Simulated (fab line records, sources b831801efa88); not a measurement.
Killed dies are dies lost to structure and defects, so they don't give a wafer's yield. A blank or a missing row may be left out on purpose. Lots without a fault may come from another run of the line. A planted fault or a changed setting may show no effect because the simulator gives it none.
Which tool did it? | flow sky130 | 12 lots, 36 wafers sampled, at 5 steps of a route of 708

WHAT THE GAUGES READ, wafer by wafer
SKY_DNWELL_TW_MEAS_09.
lot  | measured    | on            | DNWELL_TW
L308 | day 3 05:21 | film_metro-03 | 1102 1102 1101
L309 | day 3 11:31 | film_metro-03 | 1107 1105 1111
L310 | day 3 16:56 | film_metro-03 | 1110 1107 1109
L312 | day 4 01:18 | film_metro-03 | 1103 1092 1102
L313 | day 4 06:48 | film_metro-03 | 1115 1108 1107
L314 | day 4 12:25 | film_metro-01 | 1119 1119 1124
L315 | day 4 15:47 | film_metro-02 | 1122 1126 1122
L317 | day 5 06:08 | film_metro-02 | 1121 1117 1122
L322 | day 6 10:11 | film_metro-01 | 1124 1114 1117
L325 | day 6 22:57 | film_metro-01 | 1111 1113 1113
L326 | day 7 05:56 | film_metro-01 | 1119 1116 1121
L327 | day 7 12:12 | film_metro-02 | 1128 1121 1118

SKY_PWDE_OVL_MEAS_07.
lot  | measured    | on         | PWDE_OVL (nm)
L308 | day 3 20:50 | overlay-01 | -0.7 -1.3 -0.4
L309 | day 4 03:58 | overlay-02 | 1.7 -0.3 -0.1
L310 | day 4 09:41 | overlay-01 | -0.5 -0.3 -0.9
L312 | day 4 18:34 | overlay-01 | -3.0 -2.7 -2.7
L313 | day 5 00:11 | overlay-02 | 1.1 0.4 0.3
L314 | day 5 05:49 | overlay-02 | -0.8 -2.9 -1.4
L315 | day 5 10:19 | overlay-02 | 0.1 0.7 -0.2
L317 | day 6 00:37 | overlay-02 | -1.5 -0.6 -2.6
L322 | day 7 05:25 | overlay-01 | -0.8 0.0 -0.7
L325 | day 7 18:32 | overlay-01 | 2.0 1.0 0.9
L326 | day 8 02:02 | overlay-02 | -1.2 -0.9 -0.4
L327 | day 8 08:38 | overlay-02 | -0.8 1.1 -1.1

SKY_NWELL_OVL_MEAS_10.
lot  | measured    | on         | NWELL_00_OVL (nm)
L308 | day 4 13:58 | overlay-01 | -1.1 -1.4 -2.3
L309 | day 4 22:01 | overlay-01 | 0.5 1.8 -0.4
L310 | day 5 03:44 | overlay-02 | 0.3 -0.2 0.9
L312 | day 5 12:52 | overlay-01 | -0.9 -1.3 -1.1
L313 | day 5 19:37 | overlay-02 | 0.1 1.1 3.3
L314 | day 6 00:11 | overlay-01 | -3.6 -2.4 -1.2
L315 | day 6 05:19 | overlay-02 | 1.5 2.1 1.9
L317 | day 6 19:42 | overlay-01 | -2.2 -0.8 0.2
L322 | day 8 02:08 | overlay-01 | 0.8 2.2 1.4
L325 | day 8 15:45 | overlay-02 | -0.8 1.0 1.9
L326 | day 8 22:50 | overlay-01 | -0.7 -0.6 -1.9
L327 | day 9 06:32 | overlay-01 | -1.6 -1.7 -1.6

SKY_SONOS_ONO_THK_MEAS_01.
lot  | measured     | on            | SONOS_ONO_OXIDATION_THK (nm)
L308 | day 11 19:19 | film_metro-01 | 2.50 2.55 2.58
L309 | day 12 03:53 | film_metro-02 | 2.59 2.61 2.58
L310 | day 12 15:17 | film_metro-04 | 2.65 2.62 2.58
L312 | day 13 01:12 | film_metro-01 | 2.49 2.60 2.49
L313 | day 13 06:18 | film_metro-01 | 2.54 2.54 2.56
L314 | day 13 13:46 | film_metro-01 | 2.61 2.51 2.56
L315 | day 13 19:59 | film_metro-04 | 2.56 2.54 2.58
L317 | day 14 17:49 | film_metro-02 | 2.62 2.59 2.56
L322 | day 16 09:45 | film_metro-02 | 1.99 1.92 2.00
L325 | day 17 03:49 | film_metro-01 | 1.99 2.03 2.03
L326 | day 17 15:29 | film_metro-04 | 2.01 1.96 2.06
L327 | day 18 06:04 | film_metro-02 | 2.53 2.51 2.59

WHICH TOOL RAN EACH LOT (tool, then ch and the chambers of the sampled wafers, then the start)
lot  | SKY_SONOS_ONO_OXIDATION_00
L308 | furnace-02 ch 0, day 11 17:58
L309 | furnace-02 ch 0, day 12 02:32
L310 | furnace-02 ch 0, day 12 13:57
L312 | furnace-02 ch 0, day 12 23:50
L313 | furnace-02 ch 0, day 13 04:56
L314 | furnace-01 ch 0, day 13 12:25
L315 | furnace-01 ch 0, day 13 18:38
L317 | furnace-02 ch 0, day 14 16:28
L322 | furnace-02 ch 0, day 16 08:25
L325 | furnace-02 ch 0, day 17 02:28
L326 | furnace-02 ch 0, day 17 14:07
L327 | furnace-01 ch 0, day 18 04:42
- SKY_SONOS_ONO_OXIDATION_00: stabilise 600 s, purge 300 s, target thk 2.6 nm.

WHAT THE TOOLS THEMSELVES READ (means of the sampled wafers that have a number; where no wafer has one, the mark that the record gives instead)
SKY_SONOS_ONO_OXIDATION_00.
lot  | tool       | ramp_up_c_per_min | spike_tc_bottom_C (C) | spike_tc_centre_C (C) | spike_tc_lower_C (C) | spike_tc_top_C (C) | spike_tc_upper_C (C) | tube_center_temp_C (C) | tube_center_temp_C_max | zone_power_centre_pct (%)
L308 | furnace-02 | 9.9993            | 818.2                 | 801.1                 | 798.1                | 808.0              | 800.4                | 800.01                 | 802.2                  | 15.01
L309 | furnace-02 | 10.0006           | 818.4                 | 801.0                 | 798.2                | 808.9              | 800.1                | 800.02                 | 802.3                  | 15.07
L310 | furnace-02 | 9.9999            | 819.0                 | 801.0                 | 798.1                | 808.2              | 800.1                | 799.97                 | 801.9                  | 14.92
L312 | furnace-02 | 9.9989            | 818.3                 | 800.8                 | 798.5                | 807.6              | 799.2                | 800.03                 | 802.0                  | 15.05
L313 | furnace-02 | 9.9997            | 818.6                 | 800.6                 | 798.4                | 808.1              | 800.8                | 800.03                 | 801.9                  | 14.94
L314 | furnace-01 | 10.0002           | 816.3                 | 798.5                 | 800.7                | 811.3              | 801.3                | 800.03                 | 802.1                  | 15.30
L315 | furnace-01 | 9.9984            | 816.8                 | 799.9                 | 800.7                | 811.7              | 801.1                | 800.05                 | 802.2                  | 15.38
L317 | furnace-02 | 9.9973            | 818.4                 | 800.4                 | 797.0                | 807.0              | 800.2                | 800.03                 | 802.6                  | 15.16
L322 | furnace-02 | 9.9996            | 801.5                 | 782.4                 | 779.2                | 791.4              | 782.5                | 782.64                 | 784.8                  | 14.35
L325 | furnace-02 | 10.0017           | 801.9                 | 784.0                 | 781.9                | 791.3              | 782.8                | 782.65                 | 784.9                  | 14.37
L326 | furnace-02 | 10.0005           | 801.9                 | 784.0                 | 781.1                | 790.8              | 783.3                | 782.64                 | 784.6                  | 14.57
L327 | furnace-01 | 9.9999            | 816.8                 | 800.2                 | 800.1                | 810.6              | 801.2                | 800.00                 | 801.9                  | 15.40

THE ANSWER, worked out from the rows above alone
Rule: what is usual is taken from the lots themselves. Put in order of their means at a reading, lots are off if they are a third of the lots or fewer, leave a main group of 4 or more, and stand apart from it by a gap of 3 or more times the standard deviation of the main group's means; of several such gaps the widest counts. A main group whose means are all the same, to the digits that the tables above print for the reading, isn't used. A lot without any number at a reading at which 4 lots or more have one is off too. The other lots that the step has rows for count as sound. The gauges are gone through in route order, then the tools' own readings, and for those a lot's mean is taken as printed above. The first step at which some lot is off is used, and at that step the reading that is off furthest; a lot without a number counts as furthest.
Off: L322, L325, L326, at SKY_SONOS_ONO_THK_MEAS_01 (SONOS_ONO_OXIDATION_THK). The main group: mean 2.56 nm, standard deviation 0.028.
A tool fits if, at a process step before that reading, it ran every lot that is off, and no sound lot after the first of them. The gauges at SKY_SONOS_ONO_THK_MEAS_01 aren't tried: what is off there is off at SKY_SONOS_ONO_OXIDATION_00 too, on other tools, and a gauge's error can't cause that. One fits: furnace-02 at SKY_SONOS_ONO_OXIDATION_00. Its last sound lot is L317 (day 14 16:28), its first lot that is off L322 (day 16 08:25): a fault that began between those two fits.
The tool's own readings at SKY_SONOS_ONO_OXIDATION_00 bear it out: on the lots that are off they differ by more than 5 times the standard deviation of the sound lots' means. spike_tc_bottom_C reads 801.8 C there against 817.9 C on the sound lots; spike_tc_centre_C reads 783.5 C there against 800.4 C on the sound lots; spike_tc_lower_C reads 780.7 C there against 798.9 C on the sound lots; spike_tc_top_C reads 791.2 C there against 809.0 C on the sound lots; spike_tc_upper_C reads 782.9 C there against 800.5 C on the sound lots; tube_center_temp_C reads 782.64 C there against 800.02 C on the sound lots; tube_center_temp_C_max reads 784.8 there against 802.1 on the sound lots.

WHAT THE SIMULATOR HAD PUT IN
Process parameter drift: furnace-02, from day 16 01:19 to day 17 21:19, at SKY_SONOS_ONO_OXIDATION_00. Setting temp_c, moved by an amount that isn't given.
Lots struck among those shown: L322, L325, L326. The rule above found the same.
